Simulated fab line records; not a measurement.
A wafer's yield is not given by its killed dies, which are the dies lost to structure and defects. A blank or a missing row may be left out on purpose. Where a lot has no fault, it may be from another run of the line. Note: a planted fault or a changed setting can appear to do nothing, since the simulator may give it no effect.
fab line records    flow sky130
record: lots: 11  wafers: 33  last_day: 50
route steps=708 shown VIA1@482 VIA2@519 VIA3@576 PAD_OPEN@708
lots untouched by any fault: they come from a run of this same line in which no faults occurred
start_h: start of the lot's first displayed wafer, in hours after the record's first day    wait_h: how many hours have passed since the lot's step before this one    " identical to the entry in the row above    L1.1+2: one row covering several wafers at once    - no value, or no start was given    * or withheld: withheld    < > ~ a bound
route shown NAME@n: NAME is a module with steps in the file, n the number in the route of the first one    usual: mean/standard deviation taken from wafers without a fault    same: alike in all rows    chamber/n: place in a boat    sites: the reading at each site    _std_site: their standard deviation    _edge_site: mean of outer sites minus mean of inner sites    radius_mm: how far each site lies from the wafer's centre    mask NAME#n: copy n    behind: the last tool/chamber to shape the wafer    hold: cause of the lot's hold/its duration in hours/its outcome    device: the n, p or np transistor that did not switch    end of line: the tests these same wafers got at the end of their route    step lacking rows: just its recipe    killed: dies lost to structure and defects at the first sort, not the wafer's yield    map: dies across one wafer; x = killed, . = not, _ = none there
set.NAME: the setting that was run; set.NAME@STEP: the one run at that earlier step    model.NAME: the simulator's own value behind a step, which no gauge read
route steps across a sampled set of lots; one table per step, one row per wafer
services: when a tool's chamber went out of use (start_h, in hours from the record's first day, below 0 if earlier), for how many hours, and the reason
== steps ==
step: SKY_VIA1_CMP_24
recipe: stop_on: SiO2  t_overpolish_s: 15  down_force_psi: 3.5  platen_rpm: 60  target_thk_nm: 0  pad_velocity_m_s: 0.94248
usual: motor_current_A: 10.7/0.74  overpolish_run_s: 15.000/0.0083  retaining_ring_pressure_frac: 1.000/0.0053  time_to_endpoint_s: 65.2/2.8
lot.wafer  tool    chamber  start_h  wait_h  motor_current_A  overpolish_run_s  retaining_ring_pressure_frac  time_to_endpoint_s
L912.3     cmp-02  3        808.65   0.1     9.4              15.007            1.001                         61.7
L912.2     "       1        "        "       11.6             15.002            0.997                         64.2
L912.6     "       3        "        "       9.7              15.009            1.004                         65.0
L914.2     cmp-02  0        823.45   0.1     10.2             15.000            0.999                         63.8
L914.1     "       1        "        "       10.7             15.014            1.004                         62.2
L914.5     "       3        "        "       9.1              14.996            0.997                         62.8
L913.2     cmp-02  3        826.89   0.0     9.6              15.007            0.994                         59.5
L913.4     "       0        "        "       10.6             15.011            1.003                         61.4
L913.1     "       2        "        "       11.0             15.002            1.008                         61.0
L915.4     cmp-01  1        831.18   0.1     11.3             15.005            0.996                         62.6
L915.2     "       3        "        "       11.7             15.000            0.993                         64.2
L915.5     "       1        "        "       11.6             14.998            1.001                         67.1
L919.3     cmp-02  2        850.17   0.0     11.0             15.008            1.003                         67.3
L919.4     "       1        "        "       11.4             14.993            1.002                         66.0
L919.6     "       2        "        "       10.8             14.989            1.001                         66.8
L921.1     cmp-01  3        866.83   0.1     11.8             14.996            0.998                         63.8
L921.2     "       1        "        "       11.5             14.991            1.010                         65.0
L921.6     "       2        "        "       11.0             15.014            0.998                         65.2
L924.2     cmp-01  3        890.43   0.1     11.3             14.996            1.012                         63.6
L924.4     "       1        "        "       11.5             15.000            0.997                         66.1
L924.6     "       2        "        "       10.8             14.989            1.001                         67.8
L927.2     cmp-01  2        902.84   0.1     10.4             14.984            0.997                         61.3
L927.4     "       3        "        "       11.8             15.018            0.996                         64.5
L927.5     "       1        "        "       10.9             15.010            0.996                         64.9
L930.2     cmp-02  1        929.03   0.0     11.1             14.986            1.000                         63.3
L930.1     "       3        "        "       10.0             15.005            1.000                         65.6
L930.5     "       2        "        "       11.1             14.986            0.991                         65.4
L933.2     cmp-01  1        946.22   0.0     11.1             15.000            1.001                         73.2
L933.4     "       3        "        "       11.5             15.003            1.005                         70.7
L933.6     "       2        "        "       11.1             15.001            0.995                         67.7
L934.2     cmp-01  0        950.16   0.0     10.1             14.995            0.998                         72.1
L934.3     "       1        "        "       11.6             15.000            1.002                         71.2
L934.5     "       0        "        "       10.4             14.997            1.006                         70.5
step: SKY_VIA2_CD_MEAS_12
recipe: target_cd_nm: 200
usual: cd_nm: 200.1/1.5
lot.wafer  tool       chamber  start_h  wait_h  cd_nm
L912.2     cd_sem-01  -        861.73   -       199.9
L912.3     "          -        "        "       202.1
L912.6     "          -        "        "       201.0
L914.1     cd_sem-02  -        875.71   -       200.7
L914.2     "          -        "        "       200.4
L914.5     "          -        "        "       198.7
L913.1     cd_sem-01  -        880.78   -       201.8
L913.2     "          -        "        "       200.8
L913.4     "          -        "        "       201.1
L915.2     cd_sem-01  -        885.05   -       197.8
L915.4     "          -        "        "       197.5
L915.5     "          -        "        "       199.0
L919.3     cd_sem-02  -        903.04   -       199.7
L919.4     "          -        "        "       200.3
L919.6     "          -        "        "       199.0
L921.1     cd_sem-02  -        917.08   -       198.1
L921.2     "          -        "        "       199.9
L921.6     "          -        "        "       200.3
L924.2     cd_sem-01  -        941.10   -       201.5
L924.4     "          -        "        "       200.9
L924.6     "          -        "        "       200.8
L927.2     cd_sem-01  -        953.70   -       198.3
L927.4     "          -        "        "       198.9
L927.5     "          -        "        "       198.6
L930.1     cd_sem-01  -        979.25   -       197.7
L930.2     "          -        "        "       198.1
L930.5     "          -        "        "       199.4
L933.2     cd_sem-01  -        995.37   -       200.4
L933.4     "          -        "        "       199.8
L933.6     "          -        "        "       200.3
L934.2     cd_sem-02  -        1000.13  -       202.7
L934.3     "          -        "        "       200.9
L934.5     "          -        "        "       199.9
step: SKY_VIA3_BOW_MEAS_03
recipe: mode: bow
usual: VIA3_BOW: 79/8.7
lot.wafer  tool           chamber  start_h  wait_h  VIA3_BOW[um]
L912.2     film_metro-04  -        915.20   0.2     90
L912.3     "              -        "        "       86
L912.6     "              -        "        "       81
L914.1     film_metro-04  -        928.63   0.2     77
L914.2     "              -        "        "       86
L914.5     "              -        "        "       76
L913.1     film_metro-03  -        933.95   0.1     99
L913.2     "              -        "        "       91
L913.4     "              -        "        "       82
L915.2     film_metro-01  -        937.42   0.3     74
L915.4     "              -        "        "       79
L915.5     "              -        "        "       88
L919.3     film_metro-01  -        955.25   0.3     96
L919.4     "              -        "        "       81
L919.6     "              -        "        "       83
L921.1     film_metro-01  -        970.22   0.1     78
L921.2     "              -        "        "       66
L921.6     "              -        "        "       63
L924.2     film_metro-04  -        993.60   0.2     77
L924.4     "              -        "        "       82
L924.6     "              -        "        "       77
L927.2     film_metro-03  -        1005.45  0.1     66
L927.4     "              -        "        "       78
L927.5     "              -        "        "       94
L930.1     film_metro-01  -        1029.29  0.2     75
L930.2     "              -        "        "       86
L930.5     "              -        "        "       82
L933.2     film_metro-03  -        1045.23  0.2     71
L933.4     "              -        "        "       71
L933.6     "              -        "        "       93
L934.2     film_metro-04  -        1050.76  0.3     77
L934.3     "              -        "        "       71
L934.5     "              -        "        "       76
step: SKY_VIA3_EXPOSE_09
recipe: mask_id: VIM3  na: 0.8  source_shape: annular  sigma_inner: 0.55  sigma_outer: 0.85  target_cd_nm: 200  dose_mj: 38
usual: exposure_dose_mJ_cm2: 37.90/0.033  focus_offset_nm: 0.0/0.55
same: sigma_inner: 0.55
lot.wafer  tool            chamber  start_h  wait_h  mask    exposure_dose_mJ_cm2  focus_offset_nm
L912.2     krf_scanner-02  0        927.85   -       VIM3#0  37.92                 -0.3
L912.3     "               0        "        "       VIM3#0  37.95                 0.0
L912.6     "               0        "        "       VIM3#0  37.93                 -0.4
L914.1     krf_scanner-01  0        940.73   -       VIM3#0  37.88                 0.5
L914.2     "               0        "        "       VIM3#0  37.94                 0.3
L914.5     "               0        "        "       VIM3#0  37.92                 -0.5
L913.1     krf_scanner-01  0        946.45   -       VIM3#0  37.87                 0.4
L913.2     "               0        "        "       VIM3#0  37.90                 -0.1
L913.4     "               0        "        "       VIM3#0  37.92                 0.0
L915.2     krf_scanner-02  0        949.87   -       VIM3#0  37.91                 1.0
L915.4     "               0        "        "       VIM3#0  37.92                 0.2
L915.5     "               0        "        "       VIM3#0  37.98                 0.7
L919.3     krf_scanner-02  0        966.80   -       VIM3#0  37.92                 0.6
L919.4     "               0        "        "       VIM3#0  37.91                 -0.1
L919.6     "               0        "        "       VIM3#0  37.92                 0.4
L921.1     krf_scanner-02  0        982.31   -       VIM3#0  37.91                 -0.3
L921.2     "               0        "        "       VIM3#0  37.92                 -0.3
L921.6     "               0        "        "       VIM3#0  37.90                 -0.8
L924.2     krf_scanner-02  0        1005.28  -       VIM3#0  39.64                 0.8
L924.4     "               0        "        "       VIM3#0  39.65                 -0.5
L924.6     "               0        "        "       VIM3#0  39.62                 -0.2
L927.2     krf_scanner-02  0        1017.14  -       VIM3#0  41.06                 0.1
L927.4     "               0        "        "       VIM3#0  41.08                 0.2
L927.5     "               0        "        "       VIM3#0  41.10                 -1.2
L930.1     krf_scanner-01  0        1041.00  -       VIM3#0  37.91                 0.4
L930.2     "               0        "        "       VIM3#0  37.93                 0.6
L930.5     "               0        "        "       VIM3#0  37.88                 0.0
L933.2     krf_scanner-01  0        1056.70  -       VIM3#0  37.87                 -0.7
L933.4     "               0        "        "       VIM3#0  37.83                 -1.0
L933.6     "               0        "        "       VIM3#0  37.86                 -1.1
L934.2     krf_scanner-01  0        1062.15  -       VIM3#0  37.89                 0.1
L934.3     "               0        "        "       VIM3#0  37.90                 -1.1
L934.5     "               0        "        "       VIM3#0  37.88                 -0.3
step: SKY_VIA3_CD_MEAS_12
recipe: target_cd_nm: 200
usual: cd_nm: 199.9/1.1
lot.wafer  tool       chamber  start_h  wait_h  cd_nm
L912.2     cd_sem-02  -        939.65   -       200.0
L912.3     "          -        "        "       199.9
L912.6     "          -        "        "       200.9
L914.1     cd_sem-02  -        952.53   -       201.1
L914.2     "          -        "        "       202.9
L914.5     "          -        "        "       201.9
L913.1     cd_sem-01  -        958.15   -       200.2
L913.2     "          -        "        "       200.6
L913.4     "          -        "        "       198.9
L915.2     cd_sem-01  -        961.47   -       200.5
L915.4     "          -        "        "       200.0
L915.5     "          -        "        "       201.0
L919.3     cd_sem-02  -        978.57   -       201.4
L919.4     "          -        "        "       200.0
L919.6     "          -        "        "       200.2
L921.1     cd_sem-02  -        993.96   -       199.3
L921.2     "          -        "        "       199.7
L921.6     "          -        "        "       199.0
L924.2     cd_sem-02  -        1016.28  -       138.0
L924.4     "          -        "        "       193.5
L924.6     "          -        "        "       168.2
L927.2     cd_sem-02  -        1028.65  -       171.9
L927.4     "          -        "        "       192.4
L927.5     "          -        "        "       151.7
L930.1     cd_sem-01  -        1051.83  -       199.4
L930.2     "          -        "        "       198.8
L930.5     "          -        "        "       199.4
L933.2     cd_sem-01  -        1067.28  -       201.0
L933.4     "          -        "        "       198.9
L933.6     "          -        "        "       199.2
L934.2     cd_sem-02  -        1073.07  -       200.2
L934.3     "          -        "        "       200.6
L934.5     "          -        "        "       200.7
step: SKY_PAD_OPEN_PROBE_99
usual: defect_limited_yield: 82.6/1.9  killed_at_M0_to_M3: 43/7.1  killed_at_M4_up: 3.0/1.6  killed_at_contacts: 24/5.3  killed_at_front_end: 16/4.1  killed_at_other: 0.5/0.82  killed_dies: 86/9.4  killed_on_rim: 17/4.1  killed_open: 46/6.9  killed_short: 39/6.5  sort_bin_3_pad_short: 0.9/0.45  sort_bin_5_function: 10.3/1.5  sort_bin_6_memory: 6.2/1.1  sort_n_pass: 406/9.4  sort_yield_pct: 82.6/1.9
same: gross_dies: 492  killed_at_back_side: 0  sort_bin_4_leakage[%]: 0  sort_bin_8_speed[%]: 0
lot.wafer  tool       chamber  start_h  wait_h  defect_limited_yield[%]  killed_at_M0_to_M3  killed_at_M4_up  killed_at_contacts  killed_at_front_end  killed_at_other  killed_dies  killed_on_rim  killed_open  killed_short  sort_bin_3_pad_short[%]  sort_bin_5_function[%]  sort_bin_6_memory[%]  sort_n_pass  sort_yield_pct[%]
L912.2     prober-01  -        1086.26  0.1     78.9                     39                  2                31                  29                   3                104          17             54           47            1.0                      12.0                    8.1                   388          78.9
L912.3     prober-01  -        1086.31  0.2     81.1                     36                  4                30                  21                   2                93           18             59           33            0.2                      10.6                    8.1                   399          81.1
L912.6     prober-01  -        1086.46  0.2     82.5                     38                  4                30                  13                   1                86           11             48           36            1.4                      7.9                     8.1                   406          82.5
L919.3     prober-01  -        1118.88  0.2     81.5                     43                  4                21                  22                   1                91           18             50           41            1.4                      10.8                    6.3                   401          81.5
L919.4     prober-01  -        1118.93  0.2     82.7                     42                  3                27                  13                   0                85           22             53           32            0.6                      10.2                    6.5                   407          82.7
L919.6     prober-01  -        1119.03  0.2     83.7                     40                  5                22                  10                   3                80           16             38           42            0.8                      9.1                     6.3                   412          83.7
L924.2     prober-02  -        1150.62  0.1     0                        454                 5                22                  11                   0                492          96             45           25            0.2                      94.3                    5.5                   0            0
L924.4     prober-02  -        1150.72  0.2     82.7                     49                  1                21                  14                   0                85           21             42           42            0.8                      12.0                    4.5                   407          82.7
L924.6     prober-02  -        1150.82  0.2     71.7                     92                  3                27                  17                   0                139          16             48           44            1.6                      19.3                    7.3                   353          71.7
L927.2     prober-02  -        1160.08  0.1     71.7                     80                  5                29                  24                   1                139          24             56           50            0.6                      19.9                    7.7                   353          71.7
L927.4     prober-02  -        1160.18  0.2     83.7                     48                  1                18                  12                   1                80           14             40           40            0.6                      8.1                     7.5                   412          83.7
L927.5     prober-02  -        1160.23  0.2     0                        458                 4                20                  10                   0                492          96             54           32            0.4                      91.9                    7.7                   0            0
L930.1     prober-02  -        1178.17  0.1     79.9                     54                  3                30                  12                   0                99           16             59           40            1.8                      10.0                    8.3                   393          79.9
L930.2     prober-02  -        1178.22  0.1     82.9                     37                  7                29                  11                   0                84           15             51           32            1.2                      9.1                     6.7                   408          82.9
L930.5     prober-02  -        1178.37  0.2     82.5                     40                  2                33                  10                   1                86           19             46           39            0.4                      10.8                    6.3                   406          82.5
killed by level:class
L912.2 CONTACT:geometric_particle:open=11 POLY_GATE:geometric_particle:short=10 VIA1:geometric_particle:open=8 LI_CONTACT:geometric_particle:open=6 CONTACT:geometric_particle:short=6 VIA3:geometric_particle:open=6 FIELD_ISO:geometric_particle:short=5 POLY_GATE:geometric_particle:open=5
L912.3 CONTACT:geometric_particle:open=11 LI_CONTACT:geometric_particle:open=10 VIA3:geometric_particle:open=9 VIA2:geometric_particle:open=7 POLY_GATE:geometric_particle:short=5 POLY_GATE:geometric_particle:open=5 VIA1:geometric_particle:open=5 SPACER:geometric_particle:open=4
L912.6 CONTACT:geometric_particle:open=13 VIA1:geometric_particle:open=13 CONTACT:geometric_particle:short=7 LI_CONTACT:geometric_particle:open=6 VIA2:geometric_particle:open=5 METAL3:geometric_particle:short=4 VIA3:geometric_particle:open=4 FIELD_ISO:geometric_particle:open=3
L919.3 VIA1:geometric_particle:open=12 VIA3:geometric_particle:open=9 CONTACT:geometric_particle:open=8 LI_CONTACT:geometric_particle:open=6 METAL1:geometric_particle:short=6 FIELD_ISO:geometric_particle:open=5 POLY_GATE:geometric_particle:short=4 SPACER:geometric_particle:short=4
L919.4 LI_CONTACT:geometric_particle:open=9 CONTACT:geometric_particle:open=9 VIA3:geometric_particle:open=9 VIA1:geometric_particle:open=7 METAL1:geometric_particle:open=5 VIA2:geometric_particle:open=5 POLY_GATE:geometric_particle:open=4 METAL1:geometric_particle:short=4
L919.6 VIA2:geometric_particle:open=7 LI_CONTACT:geometric_particle:open=6 VIA1:geometric_particle:open=6 METAL3:geometric_particle:short=6 VIA3:geometric_particle:open=6 CONTACT:geometric_particle:short=5 LOCAL_INTERCONNECT:geometric_particle:short=4 METAL1:geometric_particle:short=4
L924.2 VIA3:area_expose=420 CONTACT:geometric_particle:open=13 VIA1:geometric_particle:open=11 LI_CONTACT:geometric_particle:open=5 VIA1:geometric_particle:short=5 FIELD_ISO:geometric_particle:open=4 METAL2:geometric_particle:short=4 POLY_GATE:geometric_particle:short=3
L924.4 VIA3:geometric_particle:open=13 CONTACT:geometric_particle:open=9 METAL2:geometric_particle:short=9 VIA1:geometric_particle:open=7 LOCAL_INTERCONNECT:geometric_particle:short=6 VIA1:geometric_particle:short=5 VIA3:geometric_particle:short=5 FIELD_ISO:geometric_particle:open=4
L924.6 VIA3:area_expose=46 VIA1:geometric_particle:open=11 VIA3:geometric_particle:open=9 CONTACT:geometric_particle:open=7 FIELD_ISO:geometric_particle:open=6 LI_CONTACT:geometric_particle:open=6 CONTACT:geometric_particle:short=6 METAL1:geometric_particle:short=6
L927.2 VIA3:area_expose=33 VIA1:geometric_particle:open=12 VIA3:geometric_particle:open=10 FIELD_ISO:geometric_particle:open=9 FIELD_ISO:geometric_particle:short=8 LI_CONTACT:geometric_particle:open=8 CONTACT:geometric_particle:short=8 CONTACT:geometric_particle:open=7
L927.4 VIA1:geometric_particle:open=8 METAL1:geometric_particle:short=8 METAL2:geometric_particle:short=7 VIA2:geometric_particle:open=6 LI_CONTACT:geometric_particle:open=5 CONTACT:geometric_particle:open=5 VIA3:geometric_particle:short=5 VIA3:geometric_particle:open=5
L927.5 VIA3:area_expose=406 VIA1:geometric_particle:open=12 VIA2:geometric_particle:open=10 VIA3:geometric_particle:open=9 LI_CONTACT:geometric_particle:open=7 METAL2:geometric_particle:short=6 CONTACT:geometric_particle:open=6 METAL1:geometric_particle:short=5
L930.1 CONTACT:geometric_particle:open=15 VIA1:geometric_particle:open=13 METAL2:geometric_particle:short=9 LI_CONTACT:geometric_particle:open=7 VIA2:geometric_particle:open=7 VIA3:geometric_particle:open=6 METAL3:geometric_particle:short=4 FIELD_ISO:geometric_particle:short=3
L930.2 VIA1:geometric_particle:open=11 CONTACT:geometric_particle:open=9 VIA2:geometric_particle:open=8 LI_CONTACT:geometric_particle:open=6 LOCAL_INTERCONNECT:geometric_particle:short=5 CONTACT:geometric_particle:short=5 METAL2:geometric_particle:short=4 VIA3:geometric_particle:open=4
L930.5 CONTACT:geometric_particle:open=15 VIA1:geometric_particle:open=11 LI_CONTACT:geometric_particle:open=8 METAL1:geometric_particle:short=7 METAL2:geometric_particle:short=5 VIA2:geometric_particle:open=5 POLY_GATE:geometric_particle:short=4 CONTACT:geometric_particle:short=4
== services ==
tool            chamber  start_h  hours  kind
cmp-01          -        785.72   5.7    pm
cmp-01          -        791.75   9.9    repair
krf_scanner-02  -        794.89   5.4    repair
krf_scanner-01  -        801.25   0.8    pm
cmp-01          -        808.12   3.8    repair
krf_scanner-02  -        814.32   4.0    pm
cmp-01          -        821.45   2.4    repair
cmp-02          -        862.88   6.8    pm
krf_scanner-02  -        875.92   1.0    pm
krf_scanner-01  -        881.89   0.2    repair
cmp-02          -        886.07   1.7    repair
krf_scanner-01  -        891.44   1.3    pm
cmp-02          -        898.22   3.0    repair
cmp-02          -        912.00   4.0    pm
krf_scanner-01  -        915.54   4.4    pm
krf_scanner-02  -        930.04   1.3    pm
krf_scanner-02  -        943.68   0.8    pm
krf_scanner-01  -        945.23   1.0    pm
krf_scanner-01  -        963.42   3.6    pm
krf_scanner-01  -        970.05   0.8    pm
krf_scanner-01  -        983.51   0.2    repair
cmp-01          -        1040.37  1.5    repair
krf_scanner-02  -        1044.95  1.0    pm
krf_scanner-02  -        1057.53  4.7    repair
== key ==
first_sign: step: SKY_VIA3_EXPOSE_09  reading: exposure_dose_mJ_cm2  direction: up  sigmas: 75  usual: *  struck: *
effect: step: SKY_VIA3_CD_MEAS_12  reading: cd_nm  direction: down  sigmas: 28  usual: 199.9  struck: 169.3  through: control_loop
effect: step: SKY_PAD_OPEN_PROBE_99  reading: killed_at_M0_to_M3  direction: up  sigmas: 22  usual: 43  struck: 197  wafers_moved: 4
more_kills_born_at: SKY_VIA3_EXPOSE_09@krf_scanner-02: 905
met_at SKY_VIA3_EXPOSE_09
struck_lots L924,L927
later_rows_left_out L924.2,L927.5
loop_trim: step: SKY_VIA3_EXPOSE_09  setting: dose  lots: L924,L927
not_acting_at SKY_VIA1_CMP_24,SKY_VIA2_CD_MEAS_12,SKY_VIA3_BOW_MEAS_03
onset_between 982.31 1005.28
fault: kind: process_parameter_drift  tool: krf_scanner-02  chamber: -  onset_h: 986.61  steps: SKY_VIA3_EXPOSE_09  channel: focus_nm  offset: 371.2  spread_by_wafer: 0.3  shape: step  end_h: 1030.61
later_rows_left_out: the simulator's readings of these wafers behind a module that went badly wrong aren't trusted and aren't shown, but for the sort
loop_trim: a control loop set the setting to another value than it would have without faults
